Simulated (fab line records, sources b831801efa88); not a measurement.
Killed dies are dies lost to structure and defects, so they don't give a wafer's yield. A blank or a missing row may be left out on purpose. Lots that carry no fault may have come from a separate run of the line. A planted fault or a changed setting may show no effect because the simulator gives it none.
fab line records :: flow sky130 :: part 2 of 2: steps 30 to 30 of 30
[record]
  lots = 7
  wafers = 21
  last-day = 50
route steps=708 shown SONOS_ONO@176 GATE_OXIDE@187 POLY_GATE@204 PAD_OPEN@708
lots that met no fault: from a run of the same line without faults
start-h: the number of hours between the record's first day and the start of the first shown wafer of the lot :: wait-h: how many hours have passed since the lot's step before this one :: " as in the row above :: L1.1+2: a row that stands for several wafers :: - no value, or no start given :: * or withheld: withheld :: < > ~ a bound
route shown NAME@n: names a module that has steps shown in the file, with the first one's number in the route :: usual: mean and standard deviation over wafers with no fault :: same: alike in all rows :: chamber/n: place in a boat :: sites: per-site readings :: _std_site: the standard deviation of these :: _edge_site: outer sites' mean less inner sites' :: radius-mm: how far each site lies from the wafer's centre :: mask NAME#n: copy n :: behind: the most recent tool/chamber to have shaped the wafer :: hold: cause of the lot's hold/its duration in hours/its outcome :: device: the n, p or np transistor that did not switch :: end of line: tests run on the same wafers once the route is complete :: where a step has no rows: the recipe by itself :: killed: dies that structure and defects cost at the first sort, which is not the same as the wafer's yield :: map: per-die view of a wafer (x killed, . not killed, _ where there is no die)
set.NAME: the setting the step ran with; set.NAME@STEP: the setting that earlier step ran with :: model.NAME: the simulator's own value behind a step, which no gauge read
a table for each step, a row for each wafer; lots at some steps of the route
services: when a tool's chamber went out of use (start-h, in hours from the record's first day, below 0 if earlier), for how many hours, and the reason
[[steps]]
[step SKY_PAD_OPEN_PROBE_99]
[usual]
  killed_at_M0_to_M3 = 44/6.5
  killed_at_M4_up = 2.9/1.7
  killed-at-contacts = 24/5.7
  killed-at-front-end = 16/4.4
  killed-at-other = 0.2/0.48
  killed-dies = 87/9.6
  killed-open = 48/6.7
  killed-short = 38/6.2
[same]
  gross-dies = 492
  killed-at-back-side = 0
lot.wafer: L430.1
tool: prober-01
chamber: -
start-h: 1126.73
wait-h: 0.1
killed_at_M0_to_M3: 42
killed_at_M4_up: 5
killed-at-contacts: 33
killed-at-front-end: 10
killed-at-other: 0
killed-dies: 90
killed-open: 48
killed-short: 40
model.etest.nfet_16v.r-on-ohm-um: 1.316e+04
model.etest.pfet-g5v0d10v5.r-on-ohm-um: 4432
model.etest.tip-sonos.rs-ohm-sq: 2416
model.etest.nfet-g5v0d10v5.r-on-ohm-um: 1745
model.etest.nfet-g5v0d10v5.drive-ua-um: 684
model.etest.nfet_05v0_nvt.drive-ua-um: 643.7
model.etest.pfet-g5v0d10v5.drive-ua-um: 377.2
model.etest.nfet_16v.drive-ua-um: 254.1

lot.wafer: L430.2
tool: prober-01
chamber: -
start-h: 1126.78
wait-h: 0.1
killed_at_M0_to_M3: 54
killed_at_M4_up: 3
killed-at-contacts: 34
killed-at-front-end: 7
killed-at-other: 0
killed-dies: 98
killed-open: 52
killed-short: 46
model.etest.nfet_16v.r-on-ohm-um: 1.315e+04
model.etest.pfet-g5v0d10v5.r-on-ohm-um: 4501
model.etest.tip-sonos.rs-ohm-sq: 2395
model.etest.nfet-g5v0d10v5.r-on-ohm-um: 1734
model.etest.nfet-g5v0d10v5.drive-ua-um: 684.6
model.etest.nfet_05v0_nvt.drive-ua-um: 642.6
model.etest.pfet-g5v0d10v5.drive-ua-um: 369.8
model.etest.nfet_16v.drive-ua-um: 252.9

lot.wafer: L430.4
tool: prober-01
chamber: -
start-h: 1126.88
wait-h: 0.2
killed_at_M0_to_M3: 54
killed_at_M4_up: 2
killed-at-contacts: 31
killed-at-front-end: 14
killed-at-other: 0
killed-dies: 101
killed-open: 56
killed-short: 45
model.etest.nfet_16v.r-on-ohm-um: 1.313e+04
model.etest.pfet-g5v0d10v5.r-on-ohm-um: 4409
model.etest.tip-sonos.rs-ohm-sq: 2401
model.etest.nfet-g5v0d10v5.r-on-ohm-um: 1719
model.etest.nfet-g5v0d10v5.drive-ua-um: 676.9
model.etest.nfet_05v0_nvt.drive-ua-um: 648.1
model.etest.pfet-g5v0d10v5.drive-ua-um: 376
model.etest.nfet_16v.drive-ua-um: 253.7

lot.wafer: L431.1
tool: prober-01
chamber: -
start-h: 1132.39
wait-h: 0.1
killed_at_M0_to_M3: 32
killed_at_M4_up: 1
killed-at-contacts: 36
killed-at-front-end: 13
killed-at-other: 0
killed-dies: 82
killed-open: 46
killed-short: 36
model.etest.nfet_16v.r-on-ohm-um: 1.354e+04
model.etest.pfet-g5v0d10v5.r-on-ohm-um: 4490
model.etest.tip-sonos.rs-ohm-sq: 2467
model.etest.nfet-g5v0d10v5.r-on-ohm-um: 1789
model.etest.nfet-g5v0d10v5.drive-ua-um: 660.7
model.etest.nfet_05v0_nvt.drive-ua-um: 633.5
model.etest.pfet-g5v0d10v5.drive-ua-um: 374.6
model.etest.nfet_16v.drive-ua-um: 246.1

lot.wafer: L431.3
tool: prober-01
chamber: -
start-h: 1132.49
wait-h: 0.2
killed_at_M0_to_M3: 46
killed_at_M4_up: 3
killed-at-contacts: 27
killed-at-front-end: 16
killed-at-other: 0
killed-dies: 92
killed-open: 47
killed-short: 45
model.etest.nfet_16v.r-on-ohm-um: 1.358e+04
model.etest.pfet-g5v0d10v5.r-on-ohm-um: 4441
model.etest.tip-sonos.rs-ohm-sq: 2502
model.etest.nfet-g5v0d10v5.r-on-ohm-um: 1757
model.etest.nfet-g5v0d10v5.drive-ua-um: 665.2
model.etest.nfet_05v0_nvt.drive-ua-um: 631.5
model.etest.pfet-g5v0d10v5.drive-ua-um: 377.6
model.etest.nfet_16v.drive-ua-um: 242.8

lot.wafer: L431.4
tool: prober-01
chamber: -
start-h: 1132.54
wait-h: 0.2
killed_at_M0_to_M3: 53
killed_at_M4_up: 6
killed-at-contacts: 29
killed-at-front-end: 17
killed-at-other: 0
killed-dies: 105
killed-open: 66
killed-short: 39
model.etest.nfet_16v.r-on-ohm-um: 1.353e+04
model.etest.pfet-g5v0d10v5.r-on-ohm-um: 4512
model.etest.tip-sonos.rs-ohm-sq: 2482
model.etest.nfet-g5v0d10v5.r-on-ohm-um: 1790
model.etest.nfet-g5v0d10v5.drive-ua-um: 671.9
model.etest.nfet_05v0_nvt.drive-ua-um: 636.7
model.etest.pfet-g5v0d10v5.drive-ua-um: 373.5
model.etest.nfet_16v.drive-ua-um: 247.1

lot.wafer: L433.1
tool: prober-01
chamber: -
start-h: 1142.35
wait-h: 0.1
killed_at_M0_to_M3: 43
killed_at_M4_up: 3
killed-at-contacts: 24
killed-at-front-end: 8
killed-at-other: 1
killed-dies: 79
killed-open: 45
killed-short: 34
model.etest.nfet_16v.r-on-ohm-um: 1.299e+04
model.etest.pfet-g5v0d10v5.r-on-ohm-um: 4462
model.etest.tip-sonos.rs-ohm-sq: 2460
model.etest.nfet-g5v0d10v5.r-on-ohm-um: 1742
model.etest.nfet-g5v0d10v5.drive-ua-um: 696.8
model.etest.nfet_05v0_nvt.drive-ua-um: 651.8
model.etest.pfet-g5v0d10v5.drive-ua-um: 374.8
model.etest.nfet_16v.drive-ua-um: 261.1

lot.wafer: L433.4
tool: prober-01
chamber: -
start-h: 1142.50
wait-h: 0.2
killed_at_M0_to_M3: 36
killed_at_M4_up: 3
killed-at-contacts: 24
killed-at-front-end: 12
killed-at-other: 0
killed-dies: 75
killed-open: 49
killed-short: 26
model.etest.nfet_16v.r-on-ohm-um: 1.294e+04
model.etest.pfet-g5v0d10v5.r-on-ohm-um: 4523
model.etest.tip-sonos.rs-ohm-sq: 2433
model.etest.nfet-g5v0d10v5.r-on-ohm-um: 1767
model.etest.nfet-g5v0d10v5.drive-ua-um: 698.7
model.etest.nfet_05v0_nvt.drive-ua-um: 655.8
model.etest.pfet-g5v0d10v5.drive-ua-um: 370.8
model.etest.nfet_16v.drive-ua-um: 264.1

lot.wafer: L433.5
tool: prober-01
chamber: -
start-h: 1142.55
wait-h: 0.2
killed_at_M0_to_M3: 34
killed_at_M4_up: 5
killed-at-contacts: 30
killed-at-front-end: 11
killed-at-other: 0
killed-dies: 80
killed-open: 48
killed-short: 32
model.etest.nfet_16v.r-on-ohm-um: 1.291e+04
model.etest.pfet-g5v0d10v5.r-on-ohm-um: 4365
model.etest.tip-sonos.rs-ohm-sq: 2403
model.etest.nfet-g5v0d10v5.r-on-ohm-um: 1729
model.etest.nfet-g5v0d10v5.drive-ua-um: 698.3
model.etest.nfet_05v0_nvt.drive-ua-um: 658.1
model.etest.pfet-g5v0d10v5.drive-ua-um: 384.4
model.etest.nfet_16v.drive-ua-um: 265.7

lot.wafer: L437.1
tool: prober-01
chamber: -
start-h: 1176.17
wait-h: 0.1
killed_at_M0_to_M3: 43
killed_at_M4_up: 2
killed-at-contacts: 21
killed-at-front-end: 20
killed-at-other: 0
killed-dies: 86
killed-open: 44
killed-short: 42
model.etest.nfet_16v.r-on-ohm-um: 1.458e+04
model.etest.pfet-g5v0d10v5.r-on-ohm-um: 4766
model.etest.tip-sonos.rs-ohm-sq: 2734
model.etest.nfet-g5v0d10v5.r-on-ohm-um: 1925
model.etest.nfet-g5v0d10v5.drive-ua-um: 584.8
model.etest.nfet_05v0_nvt.drive-ua-um: 557.5
model.etest.pfet-g5v0d10v5.drive-ua-um: 338
model.etest.nfet_16v.drive-ua-um: 211.8

lot.wafer: L437.4
tool: prober-01
chamber: -
start-h: 1176.32
wait-h: 0.2
killed_at_M0_to_M3: 47
killed_at_M4_up: 2
killed-at-contacts: 15
killed-at-front-end: 16
killed-at-other: 0
killed-dies: 80
killed-open: 43
killed-short: 37
model.etest.nfet_16v.r-on-ohm-um: 1.443e+04
model.etest.pfet-g5v0d10v5.r-on-ohm-um: 4695
model.etest.tip-sonos.rs-ohm-sq: 2680
model.etest.nfet-g5v0d10v5.r-on-ohm-um: 1919
model.etest.nfet-g5v0d10v5.drive-ua-um: 591.9
model.etest.nfet_05v0_nvt.drive-ua-um: 561.4
model.etest.pfet-g5v0d10v5.drive-ua-um: 343.2
model.etest.nfet_16v.drive-ua-um: 213.5

lot.wafer: L437.5
tool: prober-01
chamber: -
start-h: 1176.37
wait-h: 0.2
killed_at_M0_to_M3: 48
killed_at_M4_up: 0
killed-at-contacts: 19
killed-at-front-end: 18
killed-at-other: 0
killed-dies: 85
killed-open: 46
killed-short: 39
model.etest.nfet_16v.r-on-ohm-um: 1.475e+04
model.etest.pfet-g5v0d10v5.r-on-ohm-um: 4763
model.etest.tip-sonos.rs-ohm-sq: 2763
model.etest.nfet-g5v0d10v5.r-on-ohm-um: 1933
model.etest.nfet-g5v0d10v5.drive-ua-um: 581.2
model.etest.nfet_05v0_nvt.drive-ua-um: 557.1
model.etest.pfet-g5v0d10v5.drive-ua-um: 340
model.etest.nfet_16v.drive-ua-um: 210.5

lot.wafer: L443.1
tool: prober-02
chamber: -
start-h: 1198.14
wait-h: 0.1
killed_at_M0_to_M3: 47
killed_at_M4_up: 0
killed-at-contacts: 21
killed-at-front-end: 16
killed-at-other: 0
killed-dies: 84
killed-open: 49
killed-short: 35
model.etest.nfet_16v.r-on-ohm-um: 1.4e+04
model.etest.pfet-g5v0d10v5.r-on-ohm-um: 4675
model.etest.tip-sonos.rs-ohm-sq: 2666
model.etest.nfet-g5v0d10v5.r-on-ohm-um: 1874
model.etest.nfet-g5v0d10v5.drive-ua-um: 604.2
model.etest.nfet_05v0_nvt.drive-ua-um: 575.7
model.etest.pfet-g5v0d10v5.drive-ua-um: 344.5
model.etest.nfet_16v.drive-ua-um: 223.8

lot.wafer: L443.3
tool: prober-02
chamber: -
start-h: 1198.24
wait-h: 0.2
killed_at_M0_to_M3: 44
killed_at_M4_up: 5
killed-at-contacts: 24
killed-at-front-end: 15
killed-at-other: 0
killed-dies: 88
killed-open: 45
killed-short: 41
model.etest.nfet_16v.r-on-ohm-um: 1.417e+04
model.etest.pfet-g5v0d10v5.r-on-ohm-um: 4774
model.etest.tip-sonos.rs-ohm-sq: 2715
model.etest.nfet-g5v0d10v5.r-on-ohm-um: 1855
model.etest.nfet-g5v0d10v5.drive-ua-um: 595.1
model.etest.nfet_05v0_nvt.drive-ua-um: 570.1
model.etest.pfet-g5v0d10v5.drive-ua-um: 340.6
model.etest.nfet_16v.drive-ua-um: 220

lot.wafer: L443.6
tool: prober-02
chamber: -
start-h: 1198.39
wait-h: 0.2
killed_at_M0_to_M3: 44
killed_at_M4_up: 3
killed-at-contacts: 22
killed-at-front-end: 16
killed-at-other: 0
killed-dies: 85
killed-open: 47
killed-short: 38
model.etest.nfet_16v.r-on-ohm-um: 1.422e+04
model.etest.pfet-g5v0d10v5.r-on-ohm-um: 4742
model.etest.tip-sonos.rs-ohm-sq: 2691
model.etest.nfet-g5v0d10v5.r-on-ohm-um: 1870
model.etest.nfet-g5v0d10v5.drive-ua-um: 596.9
model.etest.nfet_05v0_nvt.drive-ua-um: 573.6
model.etest.pfet-g5v0d10v5.drive-ua-um: 341.2
model.etest.nfet_16v.drive-ua-um: 219.8

lot.wafer: L444.1
tool: prober-01
chamber: -
start-h: 1200.93
wait-h: 0.1
killed_at_M0_to_M3: 27
killed_at_M4_up: 7
killed-at-contacts: 26
killed-at-front-end: 7
killed-at-other: 0
killed-dies: 67
killed-open: 35
killed-short: 30
model.etest.nfet_16v.r-on-ohm-um: 1.374e+04
model.etest.pfet-g5v0d10v5.r-on-ohm-um: 4673
model.etest.tip-sonos.rs-ohm-sq: 2630
model.etest.nfet-g5v0d10v5.r-on-ohm-um: 1829
model.etest.nfet-g5v0d10v5.drive-ua-um: 629.8
model.etest.nfet_05v0_nvt.drive-ua-um: 593.9
model.etest.pfet-g5v0d10v5.drive-ua-um: 350.4
model.etest.nfet_16v.drive-ua-um: 231.6

lot.wafer: L444.2
tool: prober-01
chamber: -
start-h: 1200.98
wait-h: 0.1
killed_at_M0_to_M3: 41
killed_at_M4_up: 3
killed-at-contacts: 17
killed-at-front-end: 12
killed-at-other: 1
killed-dies: 74
killed-open: 42
killed-short: 32
model.etest.nfet_16v.r-on-ohm-um: 1.374e+04
model.etest.pfet-g5v0d10v5.r-on-ohm-um: 4781
model.etest.tip-sonos.rs-ohm-sq: 2684
model.etest.nfet-g5v0d10v5.r-on-ohm-um: 1860
model.etest.nfet-g5v0d10v5.drive-ua-um: 612.9
model.etest.nfet_05v0_nvt.drive-ua-um: 587
model.etest.pfet-g5v0d10v5.drive-ua-um: 342.6
model.etest.nfet_16v.drive-ua-um: 229.6

lot.wafer: L444.3
tool: prober-01
chamber: -
start-h: 1201.03
wait-h: 0.2
killed_at_M0_to_M3: 37
killed_at_M4_up: 2
killed-at-contacts: 21
killed-at-front-end: 13
killed-at-other: 0
killed-dies: 73
killed-open: 37
killed-short: 36
model.etest.nfet_16v.r-on-ohm-um: 1.361e+04
model.etest.pfet-g5v0d10v5.r-on-ohm-um: 4714
model.etest.tip-sonos.rs-ohm-sq: 2635
model.etest.nfet-g5v0d10v5.r-on-ohm-um: 1858
model.etest.nfet-g5v0d10v5.drive-ua-um: 620.4
model.etest.nfet_05v0_nvt.drive-ua-um: 589.5
model.etest.pfet-g5v0d10v5.drive-ua-um: 343.7
model.etest.nfet_16v.drive-ua-um: 231.7

lot.wafer: L445.2
tool: prober-02
chamber: -
start-h: 1203.78
wait-h: 0.1
killed_at_M0_to_M3: 46
killed_at_M4_up: 1
killed-at-contacts: 23
killed-at-front-end: 11
killed-at-other: 0
killed-dies: 81
killed-open: 46
killed-short: 35
model.etest.nfet_16v.r-on-ohm-um: 1.42e+04
model.etest.pfet-g5v0d10v5.r-on-ohm-um: 4618
model.etest.tip-sonos.rs-ohm-sq: 2580
model.etest.nfet-g5v0d10v5.r-on-ohm-um: 1849
model.etest.nfet-g5v0d10v5.drive-ua-um: 611.1
model.etest.nfet_05v0_nvt.drive-ua-um: 581.8
model.etest.pfet-g5v0d10v5.drive-ua-um: 353.2
model.etest.nfet_16v.drive-ua-um: 223.2

lot.wafer: L445.3
tool: prober-02
chamber: -
start-h: 1203.83
wait-h: 0.2
killed_at_M0_to_M3: 49
killed_at_M4_up: 4
killed-at-contacts: 21
killed-at-front-end: 18
killed-at-other: 1
killed-dies: 93
killed-open: 49
killed-short: 43
model.etest.nfet_16v.r-on-ohm-um: 1.423e+04
model.etest.pfet-g5v0d10v5.r-on-ohm-um: 4606
model.etest.tip-sonos.rs-ohm-sq: 2547
model.etest.nfet-g5v0d10v5.r-on-ohm-um: 1843
model.etest.nfet-g5v0d10v5.drive-ua-um: 610.8
model.etest.nfet_05v0_nvt.drive-ua-um: 582.3
model.etest.pfet-g5v0d10v5.drive-ua-um: 354.5
model.etest.nfet_16v.drive-ua-um: 222.9

lot.wafer: L445.4
tool: prober-02
chamber: -
start-h: 1203.88
wait-h: 0.2
killed_at_M0_to_M3: 45
killed_at_M4_up: 2
killed-at-contacts: 24
killed-at-front-end: 14
killed-at-other: 0
killed-dies: 85
killed-open: 51
killed-short: 34
model.etest.nfet_16v.r-on-ohm-um: 1.422e+04
model.etest.pfet-g5v0d10v5.r-on-ohm-um: 4673
model.etest.tip-sonos.rs-ohm-sq: 2593
model.etest.nfet-g5v0d10v5.r-on-ohm-um: 1855
model.etest.nfet-g5v0d10v5.drive-ua-um: 618.8
model.etest.nfet_05v0_nvt.drive-ua-um: 584.6
model.etest.pfet-g5v0d10v5.drive-ua-um: 349.1
model.etest.nfet_16v.drive-ua-um: 222.7
// killed by level:class
L430.1 CONTACT:geometric-particle:open=12 LI_CONTACT:geometric-particle:open=10 VIA3:geometric-particle:open=10 VIA1:geometric-particle:open=7 CONTACT:geometric-particle:short=5 METAL1:geometric-particle:short=5 VIA1:geometric-particle:short=4 VIA3:geometric-particle:short=4
L430.2 LI_CONTACT:geometric-particle:open=13 VIA1:geometric-particle:open=11 CONTACT:geometric-particle:open=9 VIA1:geometric-particle:short=9 VIA2:geometric-particle:open=8 METAL2:geometric-particle:short=7 LI_CONTACT:geometric-particle:short=6 VIA2:geometric-particle:short=5
L430.4 CONTACT:geometric-particle:open=15 VIA1:geometric-particle:open=13 METAL1:geometric-particle:short=11 METAL2:geometric-particle:short=9 CONTACT:geometric-particle:short=8 VIA3:geometric-particle:open=6 LI_CONTACT:geometric-particle:open=5 FIELD_ISO:geometric-particle:short=4
L431.1 CONTACT:geometric-particle:open=14 LI_CONTACT:geometric-particle:open=9 VIA1:geometric-particle:open=8 CONTACT:geometric-particle:short=6 METAL1:geometric-particle:short=5 FIELD_ISO:geometric-particle:short=4 VIA1:geometric-particle:short=4 VIA3:geometric-particle:open=4
L431.3 LI_CONTACT:geometric-particle:open=8 CONTACT:geometric-particle:open=7 VIA3:geometric-particle:open=7 VIA3:geometric-particle:short=7 LOCAL_INTERCONNECT:geometric-particle:short=6 METAL1:geometric-particle:short=6 VIA1:geometric-particle:short=6 VIA2:geometric-particle:open=6
L431.4 VIA1:geometric-particle:open=12 VIA3:geometric-particle:open=11 VIA2:geometric-particle:open=11 LI_CONTACT:geometric-particle:open=10 CONTACT:geometric-particle:open=9 METAL1:geometric-particle:short=6 METAL2:geometric-particle:short=6 METAL4:geometric-particle:short=5
L433.1 VIA1:geometric-particle:open=13 CONTACT:geometric-particle:open=12 VIA2:geometric-particle:open=10 METAL1:geometric-particle:short=5 VIA3:geometric-particle:open=5 LOCAL_INTERCONNECT:geometric-particle:short=4 CONTACT:geometric-particle:short=4 VIA1:geometric-particle:short=4
L433.4 CONTACT:geometric-particle:open=10 VIA1:geometric-particle:open=9 VIA2:geometric-particle:open=8 LI_CONTACT:geometric-particle:open=7 VIA3:geometric-particle:open=7 CONTACT:geometric-particle:short=5 FIELD_ISO:geometric-particle:short=4 POLY_GATE:geometric-particle:open=4
L433.5 CONTACT:geometric-particle:open=12 VIA3:geometric-particle:open=11 LI_CONTACT:geometric-particle:open=10 LOCAL_INTERCONNECT:geometric-particle:short=6 POLY_GATE:geometric-particle:short=5 VIA2:geometric-particle:open=5 VIA1:geometric-particle:short=4 VIA1:geometric-particle:open=3
L437.1 CONTACT:geometric-particle:open=10 FIELD_ISO:geometric-particle:open=8 METAL1:geometric-particle:short=8 VIA1:geometric-particle:open=8 CONTACT:geometric-particle:short=5 LI_CONTACT:geometric-particle:open=5 METAL2:geometric-particle:short=5 METAL3:geometric-particle:short=5
L437.4 VIA2:geometric-particle:open=9 VIA1:geometric-particle:open=7 CONTACT:geometric-particle:open=6 VIA3:geometric-particle:open=6 POLY_GATE:geometric-particle:short=5 METAL2:geometric-particle:short=5 METAL1:geometric-particle:short=5 VIA1:geometric-particle:short=5
L437.5 VIA1:geometric-particle:open=14 VIA3:geometric-particle:open=8 CONTACT:geometric-particle:open=6 VIA2:geometric-particle:short=6 POLY_GATE:geometric-particle:short=5 LI_CONTACT:geometric-particle:open=5 CONTACT:geometric-particle:short=5 VIA1:geometric-particle:short=5
L443.1 VIA1:geometric-particle:open=12 CONTACT:geometric-particle:open=9 LI_CONTACT:geometric-particle:open=6 METAL1:geometric-particle:short=6 VIA3:geometric-particle:open=6 FIELD_ISO:geometric-particle:short=5 VIA2:geometric-particle:open=5 METAL2:geometric-particle:short=5
L443.3 VIA1:geometric-particle:open=9 CONTACT:geometric-particle:open=8 METAL2:geometric-particle:short=8 LI_CONTACT:geometric-particle:open=6 VIA1:geometric-particle:short=6 POLY_GATE:geometric-particle:short=5 VIA3:geometric-particle:open=5 CONTACT:geometric-particle:short=5
L443.6 VIA1:geometric-particle:open=10 VIA3:geometric-particle:open=10 CONTACT:geometric-particle:open=9 POLY_GATE:geometric-particle:short=6 METAL1:geometric-particle:short=6 LOCAL_INTERCONNECT:geometric-particle:short=5 METAL3:geometric-particle:short=5 VIA2:geometric-particle:open=5
L444.1 CONTACT:geometric-particle:open=14 VIA2:geometric-particle:open=7 LI_CONTACT:geometric-particle:open=5 METAL4:geometric-particle:short=5 VIA1:geometric-particle:short=5 CONTACT:geometric-particle:short=4 FIELD_ISO:geometric-particle:open=3 METAL1:geometric-particle:short=3
L444.2 VIA1:geometric-particle:open=10 VIA2:geometric-particle:open=7 CONTACT:geometric-particle:open=6 METAL1:geometric-particle:short=6 VIA3:geometric-particle:open=5 METAL2:geometric-particle:short=5 FIELD_ISO:geometric-particle:open=4 FIELD_ISO:geometric-particle:short=3
L444.3 CONTACT:geometric-particle:open=11 METAL2:geometric-particle:short=11 VIA1:geometric-particle:open=7 CONTACT:geometric-particle:short=4 METAL3:geometric-particle:short=4 VIA2:geometric-particle:open=4 VIA3:geometric-particle:open=4 FIELD_ISO:geometric-particle:open=3
L445.2 VIA1:geometric-particle:open=12 CONTACT:geometric-particle:open=8 VIA2:geometric-particle:short=6 VIA3:geometric-particle:open=5 LI_CONTACT:geometric-particle:open=5 CONTACT:geometric-particle:short=5 VIA1:geometric-particle:short=5 VIA2:geometric-particle:open=5
L445.3 LI_CONTACT:geometric-particle:open=11 METAL1:geometric-particle:short=10 POLY_GATE:geometric-particle:short=8 VIA2:geometric-particle:open=8 VIA1:geometric-particle:open=7 CONTACT:geometric-particle:open=6 METAL2:geometric-particle:short=5 VIA2:geometric-particle:short=4
L445.4 METAL1:geometric-particle:short=10 VIA1:geometric-particle:open=10 LI_CONTACT:geometric-particle:open=9 CONTACT:geometric-particle:open=8 FIELD_ISO:geometric-particle:open=5 METAL3:geometric-particle:short=5 POLY_GATE:geometric-particle:open=5 CONTACT:geometric-particle:short=4
[[services]]
tool: rie-diel-01
chamber: -
start-h: 339.86
hours: 2.5
kind: repair

tool: rie-diel-01
chamber: 0
start-h: 354.23
hours: 13.8
kind: repair

tool: plasma-asher-04
chamber: -
start-h: 357.79
hours: 2.8
kind: pm

tool: plasma-asher-03
chamber: -
start-h: 360.61
hours: 0.7
kind: repair

tool: rie-diel-02
chamber: 0
start-h: 365.53
hours: 4.5
kind: repair

tool: plasma-asher-02
chamber: -
start-h: 400.01
hours: 0.5
kind: repair

tool: rie-diel-04
chamber: 2
start-h: 403.14
hours: 5.7
kind: repair

tool: plasma-asher-02
chamber: -
start-h: 407.01
hours: 7.8
kind: repair

tool: plasma-asher-02
chamber: -
start-h: 415.18
hours: 1.6
kind: repair

tool: plasma-asher-02
chamber: -
start-h: 421.25
hours: 9.0
kind: pm

tool: furnace-02
chamber: -
start-h: 434.05
hours: 3.5
kind: pm

tool: rie-diel-01
chamber: 3
start-h: 443.56
hours: 5.4
kind: repair

tool: plasma-asher-02
chamber: -
start-h: 444.50
hours: 2.8
kind: pm

tool: rie-diel-01
chamber: 2
start-h: 444.97
hours: 6.0
kind: repair

tool: plasma-asher-02
chamber: -
start-h: 447.96
hours: 14.6
kind: pm

tool: rie-diel-02
chamber: -
start-h: 449.51
hours: 1.1
kind: repair

tool: rie-diel-04
chamber: 2
start-h: 457.73
hours: 14.1
kind: repair

tool: rie-diel-04
chamber: 0
start-h: 468.29
hours: 5.0
kind: repair

tool: rie-diel-04
chamber: 0
start-h: 477.08
hours: 2.4
kind: repair

tool: furnace-01
chamber: -
start-h: 480.56
hours: 3.5
kind: pm

tool: rie-diel-02
chamber: 3
start-h: 483.96
hours: 4.6
kind: repair

tool: furnace-01
chamber: -
start-h: 484.05
hours: 13.1
kind: pm

tool: rie-diel-04
chamber: -
start-h: 486.76
hours: 0.9
kind: repair

tool: rie-diel-01
chamber: 3
start-h: 492.91
hours: 6.6
kind: repair
[[key]]
[first-sign]
  step = SKY_GATE_OXIDE_OXIDATION_01
  reading = spike-tc-upper-C
  direction = down
  sigmas = 13
  usual = 900.4
  struck = 887.2
[effect]
  step = SKY_GATE_OXIDE_OXIDATION_01
  reading = spike-tc-lower-C
  direction = down
  sigmas = 12
  usual = 900.3
  struck = 887.1
[effect]
  step = SKY_GATE_OXIDE_THK_MEAS_02
  reading = GATE_OXIDE_OXIDATION_00_THK
  direction = down
  sigmas = 7.3
  usual = 10.38
  struck = 8.91
[model-effect]
  step = SKY_GATE_OXIDE_OXIDATION_01
  value = SiO2_of_GATE_OXIDE_OXIDATION_01.thk-nm
  without = 10.35
  struck = 8.918
[model-effect]
  step = SKY_GATE_OXIDE_OXIDATION_16
  value = SiO2_of_GATE_OXIDE_OXIDATION_01.thk-nm
  without = 11.73
  struck = 10.41
[model-effect]
  step = SKY_PAD_OPEN_PROBE_99
  value = etest.nfet_16v.r-on-ohm-um
  without = 1.398e+04
  struck = 1.321e+04
met-at SKY_GATE_OXIDE_OXIDATION_01
struck-wafers L430.1,L430.2,L430.4,L431.1,L431.3,L431.4,L433.1,L433.4,L433.5
tester-left-out L430,L431,L433
[fault]
  kind = process-parameter-drift
  tool = furnace-02
  chamber = -
  onset-h = 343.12
  steps = SKY_GATE_OXIDE_OXIDATION_01
  channel = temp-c
  offset = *
  shape = step
  end-h = 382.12
  acts-in = *
  stated = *
// tester-left-out: of these lots the tester's yield and bins aren't shown, on N5 and GAA mostly nor the transistor test; their killed dies are dies lost to structure and defects alone, not to doping, threshold or leakage, so they don't give the yield
